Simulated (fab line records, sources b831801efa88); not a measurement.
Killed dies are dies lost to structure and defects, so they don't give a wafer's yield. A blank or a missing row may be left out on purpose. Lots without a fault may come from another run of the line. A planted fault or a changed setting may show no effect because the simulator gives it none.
fab line records | flow sky130
record lots=14 wafers=42 last_day=50
route steps=708 shown POLY_GATE@226 CONTACT@410
lots that met no fault: from a run of the same line without faults
start_h: hours from the record's first day to the start of the lot's first wafer shown | wait_h: hours since the lot's step before | " the same as in the row above | L1.1+2: a row that stands for several wafers | - no value, or no start given | * or withheld: withheld | < > ~ a bound
route shown NAME@n: a module of which the file shows steps, and the number in the route of the first | usual: mean/standard deviation of fault-free wafers | same: alike in all rows | chamber/n: place in a boat | sites: the reading at each site | _std_site: their standard deviation | _edge_site: outer sites' mean less inner sites' | radius_mm: how far each site lies from the wafer's centre | mask NAME#n: copy n | behind: the tool/chamber that last shaped the wafer | hold: why the lot was held/for how many hours/how that ended | device: the transistor (n, p or np) that didn't switch | end of line: the same wafers' tests at the end of the route | a step without rows: its recipe alone | killed: dies lost to structure and defects at the first sort, not the wafer's yield | map: a wafer's dies, x killed, . not, _ none there
set.NAME: the setting as run; set.NAME@STEP: as run at that earlier step | model.NAME: the simulator's own value behind a step, which no gauge read
steps of the route over a sample of lots; a table a step, a row a wafer
services: from which hour (start_h, from the record's first day; less than 0 if before it) a tool's chamber was out of use, for how many hours, and why
## steps
# step SKY_POLY_GATE_DEVELOP_12
# recipe develop_time_s=60 resist=KrF-thick dev_temp_c=22.08
# usual chill_plate_temp_C=22.99/0.094 develop_time_s=60/0
# columns lot.wafer tool chamber start_h wait_h chill_plate_temp_C develop_time_s
L714.2 litho_track-04 0 370 - 23.02 60
L714.3 " 0 " " 22.80 60
L714.4 " 0 " " 22.97 60
L716.1 litho_track-01 0 419 - 23.11 60
L716.3 " 0 " " 23.01 60
L716.6 " 0 " " 23.01 60
L717.1 litho_track-01 0 424 - 22.95 60
L717.5 " 0 " " 23.03 60
L717.6 " 0 " " 22.84 60
L718.3 litho_track-04 0 437 - 22.97 60
L718.5 " 0 " " 22.90 60
L718.6 " 0 " " 22.83 60
L720.2 litho_track-01 0 441 - 22.87 60
L720.4 " 0 " " 22.96 60
L720.6 " 0 " " 23.01 60
L723.1 litho_track-01 0 471 - 22.89 60
L723.4 " 0 " " 22.97 60
L723.6 " 0 " " 22.89 60
L722.1 litho_track-04 0 472 - 22.97 60
L722.2 " 0 " " 22.96 60
L722.5 " 0 " " 23.02 60
L724.3 litho_track-01 0 473 - 23.06 60
L724.4 " 0 " " 23.17 60
L724.6 " 0 " " 23.03 60
L727.1 litho_track-01 0 510 - 23.03 60
L727.2 " 0 " " 22.93 60
L727.4 " 0 " " 22.88 60
L730.1 litho_track-01 0 525 - 23.06 60
L730.4 " 0 " " 23.15 60
L730.5 " 0 526 - 23.14 60
L733.1 litho_track-03 0 552 - 23.01 60
L733.5 " 0 " " 22.93 60
L733.6 " 0 " " 22.97 60
L735.1 litho_track-01 - 561 - - -
L735.5 " - " " - -
L735.6 " - " " - -
L734.1 litho_track-01 - 562 - - -
L734.3 " - " " - -
L734.6 " - " " - -
L736.2 litho_track-03 0 568 - 22.94 60
L736.5 " 0 " " 22.91 60
L736.6 " 0 " " 22.98 60
# step SKY_CONTACT_CMP_04
# recipe material=SiO2 down_force_psi=4 platen_rpm=60 pad_velocity_m_s=0.94248
# usual edge_zone_pressure_frac=1.000/0.005 motor_current_A=11.4/0.94 time_to_endpoint_s=83/3.6
# columns lot.wafer tool chamber start_h wait_h edge_zone_pressure_frac motor_current_A time_to_endpoint_s
L714.4 cmp-01 2 713.03 0.1 1.000 11.5 86
L714.2 " 3 " " 1.000 9.7 87
L714.3 " 0 " " 1.007 13.0 85
L716.1 cmp-02 0 750.74 0.1 0.998 11.1 82
L716.3 " 2 " " 1.005 12.0 81
L716.6 " 0 " " 1.001 11.7 79
L717.1 cmp-02 1 759.60 0.2 0.995 11.6 79
L717.6 " 2 " " 1.004 11.7 78
L717.5 " 3 " " 0.992 11.3 78
L718.3 cmp-02 0 769.36 0.1 1.003 12.5 78
L718.5 " 2 " " 1.000 11.9 82
L718.6 " 3 " " 1.005 10.9 83
L720.2 cmp-01 1 777.48 0.1 0.993 10.6 83
L720.4 " 3 " " 1.001 9.1 74
L720.6 " 1 " " 0.998 10.9 78
L723.1 cmp-02 0 798.14 0.1 0.994 11.5 79
L723.4 " 1 " " 0.992 11.4 84
L723.6 " 0 " " 0.997 13.2 81
L722.2 cmp-02 0 802.77 0.1 1.006 12.1 78
L722.1 " 2 " " 1.008 11.1 86
L722.5 " 3 " " 1.014 11.4 80
L724.3 cmp-02 1 805.26 0.1 0.995 11.3 83
L724.4 " 2 " " 0.989 12.1 87
L724.6 " 0 " " 1.012 12.1 86
L727.4 cmp-01 2 832.88 0.0 0.991 11.6 86
L727.2 " 3 " " 1.001 9.8 91
L727.1 " 1 " " 1.004 11.5 84
L730.1 cmp-01 2 843.83 0.1 0.991 11.8 81
L730.4 " 0 " " 0.995 13.2 83
L730.5 " 1 " " 0.996 11.0 83
L733.1 cmp-01 3 866.63 0.2 1.000 9.8 85
L733.5 " 0 " " 0.997 12.9 86
L733.6 " 1 " " 1.005 11.8 91
L736.2 cmp-01 0 882.42 0.0 1.004 12.4 88
L736.6 " 0 " " 0.998 12.7 81
L736.5 " 1 " " 0.993 10.9 88
# step SKY_CONTACT_RS_MEAS_25
# recipe thk_meas_gauge=four-point-probe reads=W_of_CONTACT_CVD_24+TiN_of_CONTACT_SPUTTER_23
# usual CONTACT_W_RS=0.340/0.0048
# columns lot.wafer tool chamber start_h wait_h CONTACT_W_RS[ohm/sq]
L714.2 film_metro-02 - 742.30 0.1 0.334
L714.3 " - " " 0.343
L714.4 " - " " 0.334
L716.1 film_metro-03 - 779.92 0.1 0.341
L716.3 " - " " 0.336
L716.6 " - " " 0.342
L717.1 film_metro-03 - 788.01 0.1 0.337
L717.5 " - " " 0.343
L717.6 " - " " 0.340
L718.3 film_metro-03 - 796.68 0.1 0.338
L718.5 " - " " 0.335
L718.6 " - " " 0.340
L720.2 film_metro-01 - 805.67 0.1 0.342
L720.4 " - " " 0.340
L720.6 " - " " 0.346
L723.1 film_metro-01 - 825.13 0.1 0.337
L723.4 " - " " 0.334
L723.6 " - " " 0.340
L722.1 film_metro-01 - 828.31 0.1 0.339
L722.2 " - " " 0.331
L722.5 " - " " 0.339
L724.3 film_metro-03 - 832.17 0.1 0.346
L724.4 " - " " 0.341
L724.6 " - " " 0.340
L727.1 film_metro-02 - 859.86 0.1 0.341
L727.2 " - " " 0.345
L727.4 " - " " 0.342
L730.1 film_metro-03 - 871.07 0.1 0.341
L730.4 " - " " 0.330
L730.5 " - " " 0.339
L733.1 film_metro-01 - 894.09 0.1 0.338
L733.5 " - " " 0.342
L733.6 " - " " 0.336
L736.2 film_metro-01 - 909.81 0.1 0.344
L736.5 " - " " 0.333
L736.6 " - " " 0.338
# step SKY_CONTACT_CMP_27
# recipe stop_on=SiO2 t_overpolish_s=15 down_force_psi=3.5 platen_rpm=60 target_thk_nm=0 pad_velocity_m_s=0.94248
# usual edge_zone_pressure_frac=1.000/0.005 motor_current_A=10.5/0.86 overpolish_run_s=15.000/0.0088 time_to_endpoint_s=83/3.2
# columns lot.wafer tool chamber start_h wait_h edge_zone_pressure_frac motor_current_A overpolish_run_s time_to_endpoint_s
L714.2 cmp-02 2 742.46 0.0 1.004 11.1 15.020 86
L714.4 " 3 " " 0.999 10.6 15.000 85
L714.3 " 1 " " 0.997 10.3 15.000 83
L716.1 cmp-02 3 780.10 0.1 1.003 10.3 14.989 77
L716.3 " 2 " " 1.003 10.6 14.992 78
L716.6 " 0 " " 0.999 10.5 15.004 79
L717.1 cmp-01 0 788.24 0.1 1.004 12.2 14.997 82
L717.5 " 3 " " 1.001 8.2 14.988 82
L717.6 " 0 " " 1.001 11.7 15.004 85
L718.3 cmp-01 1 796.92 0.1 0.999 10.1 14.988 90
L718.5 " 3 " " 1.001 8.8 15.000 88
L718.6 " 0 " " 0.998 11.4 15.008 87
L720.4 cmp-02 3 805.83 0.0 0.995 10.7 14.996 79
L720.2 " 1 " " 1.000 9.7 14.991 82
L720.6 " 3 " " 0.998 10.6 14.999 80
L723.4 cmp-02 1 825.38 0.1 1.008 10.2 15.000 85
L723.1 " 2 " " 0.994 10.9 15.006 84
L723.6 " 1 " " 1.007 11.2 14.998 85
L722.1 cmp-02 2 828.54 0.1 1.001 11.1 14.994 82
L722.2 " 0 " " 0.987 11.5 15.000 84
L722.5 " 2 " " 1.001 10.8 15.016 85
L724.4 cmp-02 0 832.36 0.1 0.994 10.6 15.000 82
L724.3 " 1 " " 0.997 10.2 14.984 79
L724.6 " 3 " " 0.996 9.9 15.006 81
L727.4 cmp-01 1 860.15 0.1 1.000 10.2 15.013 82
L727.1 " 2 " " 1.002 10.6 15.001 78
L727.2 " 0 " " 0.989 11.6 14.997 80
L730.1 cmp-01 3 871.25 0.1 0.997 9.1 14.997 80
L730.4 " 0 " " 0.988 11.1 15.003 81
L730.5 " 0 " " 0.991 11.9 14.985 81
L733.1 cmp-02 2 894.37 0.1 1.001 11.0 15.013 86
L733.5 " 0 " " 1.005 11.0 15.013 82
L733.6 " 1 " " 1.007 10.3 14.977 85
L736.2 cmp-01 2 910.07 0.1 1.009 10.5 14.997 83
L736.5 " 0 " " 1.005 11.4 14.998 88
L736.6 " 1 " " 0.992 10.2 14.992 89
## services
# columns tool chamber start_h hours kind
cmp-02 - 367.85 0.8 repair
cmp-01 - 390.67 0.8 repair
cmp-01 - 392.90 6.4 pm
cmp-01 - 404.13 4.0 pm
cmp-02 - 425.21 13.7 pm
cmp-02 - 467.24 4.4 repair
cmp-01 - 475.30 4.4 pm
cmp-01 - 480.33 0.8 repair
cmp-01 - 481.47 2.4 repair
cmp-02 - 493.36 4.7 pm
cmp-01 - 511.68 2.2 repair
cmp-01 - 556.30 3.0 repair
cmp-02 - 572.00 4.0 pm
cmp-02 - 587.62 1.7 repair
cmp-01 - 590.52 2.4 repair
cmp-01 - 612.59 1.9 repair
cmp-01 - 620.71 0.6 repair
cmp-01 - 685.36 2.6 repair
cmp-01 - 694.43 1.0 repair
cmp-01 - 744.13 4.0 pm
cmp-02 - 774.40 2.1 repair
cmp-02 - 797.25 0.5 repair
cmp-02 - 862.36 2.9 pm
cmp-02 - 866.93 4.5 pm
## key
first_sign step=SKY_POLY_GATE_DEVELOP_12 reading=tool_record direction=missing
effect none on later readings
met_at SKY_POLY_GATE_DEVELOP_12
struck_lots L734,L735
later_rows_left_out L734.1,L734.3,L734.6,L735.1,L735.5,L735.6
sort_left_out L734.1,L734.3,L734.6,L735.1,L735.5,L735.6
tester_left_out L734,L735
not_acting_at SKY_CONTACT_CMP_04,SKY_CONTACT_RS_MEAS_25,SKY_CONTACT_CMP_27
onset_between 525 561
fault kind=skipped_step_whole tool=litho_track-01 chamber=- onset_h=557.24 steps=SKY_POLY_GATE_DEVELOP_12 scope=struck_lots_only
# tester_left_out: of these lots the tester's yield and bins aren't shown, on N5 and GAA mostly nor the transistor test; their killed dies are dies lost to structure and defects alone, not to doping, threshold or leakage, so they don't give the yield
# sort_left_out: the simulated sort isn't trusted on such a fault, so these wafers' sort isn't shown, and their yield isn't known
# later_rows_left_out: the simulator's readings of these wafers behind a module that went badly wrong aren't trusted and aren't shown, but for the sort
